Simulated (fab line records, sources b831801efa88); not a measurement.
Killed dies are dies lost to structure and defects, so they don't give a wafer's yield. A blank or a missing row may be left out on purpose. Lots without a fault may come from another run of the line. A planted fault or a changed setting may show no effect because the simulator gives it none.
fab line records | flow sky130
record lots=15 wafers=45 last_day=50
route steps=708 shown LDD_HVP@285 SD_P@327 RES_XHIGH@334 SD_N@350
lots that met no fault: from a run of the same line without faults
start_h: hours from the record's first day to the start of the lot's first wafer shown | wait_h: hours since the lot's step before | " the same as in the row above | L1.1+2: a row that stands for several wafers | - no value, or no start given | * or withheld: withheld | < > ~ a bound
route shown NAME@n: a module of which the file shows steps, and the number in the route of the first | usual: mean/standard deviation of fault-free wafers | same: alike in all rows | chamber/n: place in a boat | sites: the reading at each site | _std_site: their standard deviation | _edge_site: outer sites' mean less inner sites' | radius_mm: how far each site lies from the wafer's centre | mask NAME#n: copy n | behind: the tool/chamber that last shaped the wafer | hold: why the lot was held/for how many hours/how that ended | device: the transistor (n, p or np) that didn't switch | end of line: the same wafers' tests at the end of the route | a step without rows: its recipe alone | killed: dies lost to structure and defects at the first sort, not the wafer's yield | map: a wafer's dies, x killed, . not, _ none there
set.NAME: the setting as run; set.NAME@STEP: as run at that earlier step | model.NAME: the simulator's own value behind a step, which no gauge read
steps of the route over a sample of lots; a table a step, a row a wafer
## steps
# step SKY_LDD_HVP_OVL_MEAS_07
# usual LDD_HVP_OVL=-0.5/1.3
# columns lot.wafer tool chamber start_h wait_h LDD_HVP_OVL[nm]
L464.3 overlay-02 - 504.61 0.1 -2.4
L464.4 " - " " -1.1
L464.5 " - " " -1.9
L466.1 overlay-01 - 522.05 0.1 -4.3
L466.2 " - " " -1.5
L466.4 " - " " -2.4
L467.1 overlay-02 - 534.01 0.1 1.4
L467.2 " - " " 1.4
L467.4 " - " " 1.1
L468.1 overlay-01 - 539.70 0.1 -1.2
L468.4 " - " " 0.1
L468.5 " - " " -1.3
L469.1 overlay-02 - 547.34 0.1 -0.9
L469.2 " - " " 0.3
L469.5 " - " " -2.3
L470.2 overlay-02 - 563.46 0.1 -0.6
L470.3 " - " " -0.6
L470.5 " - " " 0.2
L472.1 overlay-02 - 583.14 0.1 0.0
L472.4 " - " " 0.1
L472.6 " - " " -0.7
L473.4 overlay-02 - 584.82 0.1 -0.7
L473.5 " - " " 0.6
L473.6 " - " " -1.4
L474.1 overlay-02 - 596.56 0.1 -0.6
L474.2 " - " " -2.2
L474.6 " - " " -1.3
L475.2 overlay-02 - 599.05 0.1 0.9
L475.4 " - " " 0.4
L475.5 " - " " 0.3
L477.1 overlay-01 - 625.30 0.1 -2.4
L477.2 " - " " -3.4
L477.3 " - " " -2.2
L482.1 overlay-02 - 656.71 0.1 -1.9
L482.3 " - " " -1.5
L482.4 " - " " -1.1
L483.1 overlay-01 - 666.11 0.1 -1.7
L483.3 " - " " -1.2
L483.6 " - " " -2.5
L485.2 overlay-02 - 677.87 0.1 0.9
L485.3 " - " " 1.9
L485.6 " - " " 0.9
L486.3 overlay-01 - 683.51 0.1 1.9
L486.4 " - " " 1.8
L486.6 " - " " 1.8
# step SKY_SD_P_CD_MEAS_07
# recipe target_cd_nm=380
# usual cd_nm=380.3/2.3
# columns lot.wafer tool chamber start_h wait_h cd_nm
L464.3 cd_sem-02 - 597.22 0.1 381.1
L464.4 " - " " 380.0
L464.5 " - " " 379.0
L466.1 cd_sem-01 - 614.20 0.1 381.7
L466.2 " - " " 380.9
L466.4 " - " " 379.8
L467.1 cd_sem-01 - 626.20 0.1 381.8
L467.2 " - " " 383.2
L467.4 " - " " 382.7
L468.1 cd_sem-01 - 630.06 0.1 380.0
L468.4 " - " " 381.1
L468.5 " - " " 381.9
L469.1 cd_sem-01 - 639.61 0.1 379.6
L469.2 " - " " 380.2
L469.5 " - " " 380.8
L470.2 cd_sem-01 - 653.60 0.1 379.6
L470.3 " - " " 378.9
L470.5 " - " " 383.3
L472.1 cd_sem-01 - 674.08 0.1 382.7
L472.4 " - " " 385.3
L472.6 " - " " 383.5
L473.4 cd_sem-01 - 674.47 0.1 379.1
L473.5 " - " " 379.2
L473.6 " - " " 379.7
L474.1 cd_sem-01 - 685.61 0.1 381.8
L474.2 " - " " 382.4
L474.6 " - " " 381.4
L475.2 cd_sem-01 - 687.78 0.1 383.6
L475.4 " - " " 381.3
L475.5 " - " " 380.6
L477.1 cd_sem-01 - 712.47 0.2 380.8
L477.2 " - " " 381.9
L477.3 " - " " 380.8
L482.1 cd_sem-01 - 744.00 0.1 376.9
L482.3 " - " " 375.4
L482.4 " - " " 376.5
L483.1 cd_sem-02 - 751.85 0.1 380.3
L483.3 " - " " 378.3
L483.6 " - " " 378.7
L485.2 cd_sem-02 - 764.15 0.1 379.7
L485.3 " - " " 381.0
L485.6 " - " " 381.6
L486.3 cd_sem-02 - 766.85 0.1 385.0
L486.4 " - " " 381.2
L486.6 " - " " 383.3
# step SKY_RES_XHIGH_COAT_02
# recipe resist=NOVOLAK spin_rpm=3000 resist_thk_nm=1140
# usual chill_plate_temp_C=22.99/0.1 dispense_pressure_kPa=50.0/1.3
# columns lot.wafer tool chamber start_h wait_h chill_plate_temp_C dispense_pressure_kPa
L464.3 litho_track-04 0 612.30 0.1 22.83 51.3
L464.4 " 0 " " 22.91 51.4
L464.5 " 0 " " 22.87 51.4
L466.1 litho_track-04 0 628.60 0.1 22.87 51.4
L466.2 " 0 " " 22.98 51.4
L466.4 " 0 " " 22.85 51.4
L467.1 litho_track-04 0 640.30 0.1 22.98 51.4
L467.2 " 0 " " 23.04 51.4
L467.4 " 0 " " 23.10 51.4
L468.1 litho_track-03 0 644.54 0.1 23.09 49.1
L468.4 " 0 " " 23.03 49.1
L468.5 " 0 " " 23.17 49.1
L469.1 litho_track-03 0 654.75 0.1 23.05 49.1
L469.2 " 0 " " 23.05 49.0
L469.5 " 0 " " 23.06 49.1
L470.2 litho_track-04 0 667.23 0.1 23.00 51.4
L470.3 " 0 " " 22.86 51.4
L470.5 " 0 " " 23.00 51.4
L472.1 litho_track-04 - 688.30 0.1 - -
L472.4 " - " " - -
L472.6 " - " " - -
L473.4 litho_track-04 - 688.98 0.1 - -
L473.5 " - " " - -
L473.6 " - " " - -
L474.1 litho_track-04 - 699.00 0.1 - -
L474.2 " - " " - -
L474.6 " - " " - -
L475.2 litho_track-04 0 701.38 0.1 23.00 51.4
L475.4 " 0 " " 23.00 51.4
L475.5 " 0 " " 23.01 51.4
L477.1 litho_track-04 0 726.10 0.1 22.93 51.4
L477.2 " 0 " " 22.88 51.4
L477.3 " 0 " " 22.97 51.4
L482.1 litho_track-02 0 757.01 0.1 23.11 48.6
L482.3 " 0 " " 23.07 48.6
L482.4 " 0 " " 23.05 48.7
L483.1 litho_track-04 0 765.50 0.1 22.96 51.4
L483.3 " 0 " " 22.92 51.4
L483.6 " 0 " " 23.12 51.4
L485.2 litho_track-02 0 777.39 0.1 22.96 48.6
L485.3 " 0 " " 23.05 48.6
L485.6 " 0 " " 22.88 48.6
L486.3 litho_track-02 0 780.01 0.1 22.98 48.6
L486.4 " 0 " " 23.27 48.6
L486.6 " 0 " " 23.06 48.6
# step SKY_SD_N_OVL_MEAS_08
# usual SD_N_OVL=0.1/1.4
# columns lot.wafer tool chamber start_h wait_h SD_N_OVL[nm]
L464.3 overlay-01 - 656.13 0.1 0.1
L464.4 " - " " 0.3
L464.5 " - " " 0.8
L466.1 overlay-01 - 670.53 0.1 -1.1
L466.2 " - " " -1.8
L466.4 " - " " -1.7
L467.1 overlay-01 - 683.25 0.1 -0.3
L467.2 " - " " 0.0
L467.4 " - " " 1.1
L468.1 overlay-02 - 686.98 0.1 2.5
L468.4 " - " " 1.5
L468.5 " - " " 1.0
L469.1 overlay-01 - 696.75 0.1 1.0
L469.2 " - " " 1.0
L469.5 " - " " 0.7
L470.2 overlay-01 - 709.34 0.1 2.3
L470.3 " - " " 1.6
L470.5 " - " " 0.5
L472.1 overlay-01 - 730.05 0.1 0.2
L472.4 " - " " 0.7
L472.6 " - " " 0.9
L473.4 overlay-02 - 730.65 0.1 -0.7
L473.5 " - " " -1.8
L473.6 " - " " -1.6
L474.1 overlay-02 - 740.99 0.1 -0.2
L474.2 " - " " 0.0
L474.6 " - " " -1.0
L475.2 overlay-02 - 744.66 0.1 0.8
L475.4 " - " " 1.2
L475.5 " - " " -0.3
L477.1 overlay-01 - 766.70 0.1 -0.3
L477.2 " - " " -1.2
L477.3 " - " " 1.8
L482.1 overlay-02 - 796.98 0.1 0.7
L482.3 " - " " 0.6
L482.4 " - " " -0.1
L483.1 overlay-01 - 805.90 0.1 -2.8
L483.3 " - " " -1.3
L483.6 " - " " -0.4
L485.2 overlay-01 - 817.21 0.1 -1.2
L485.3 " - " " 1.3
L485.6 " - " " 0.1
L486.3 overlay-01 - 819.78 0.1 0.4
L486.4 " - " " 0.7
L486.6 " - " " -0.5
## key
first_sign step=SKY_RES_XHIGH_COAT_02 reading=tool_record direction=missing
effect none on later readings
met_at SKY_RES_XHIGH_COAT_02
struck_lots L472,L473,L474
sort_left_out L472.1,L472.4,L472.6,L473.4,L473.5,L473.6,L474.1,L474.2,L474.6
tester_left_out L472,L473,L474
not_acting_at SKY_LDD_HVP_OVL_MEAS_07,SKY_SD_P_CD_MEAS_07,SKY_SD_N_OVL_MEAS_08
onset_between 667.23 688.30
fault kind=skipped_step_whole tool=litho_track-04 chamber=- onset_h=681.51 steps=SKY_RES_XHIGH_COAT_02 scope=struck_lots_only
# tester_left_out: of these lots the tester's yield and bins aren't shown, on N5 and GAA mostly nor the transistor test; their killed dies are dies lost to structure and defects alone, not to doping, threshold or leakage, so they don't give the yield
# sort_left_out: the simulated sort isn't trusted on such a fault, so these wafers' sort isn't shown, and their yield isn't known
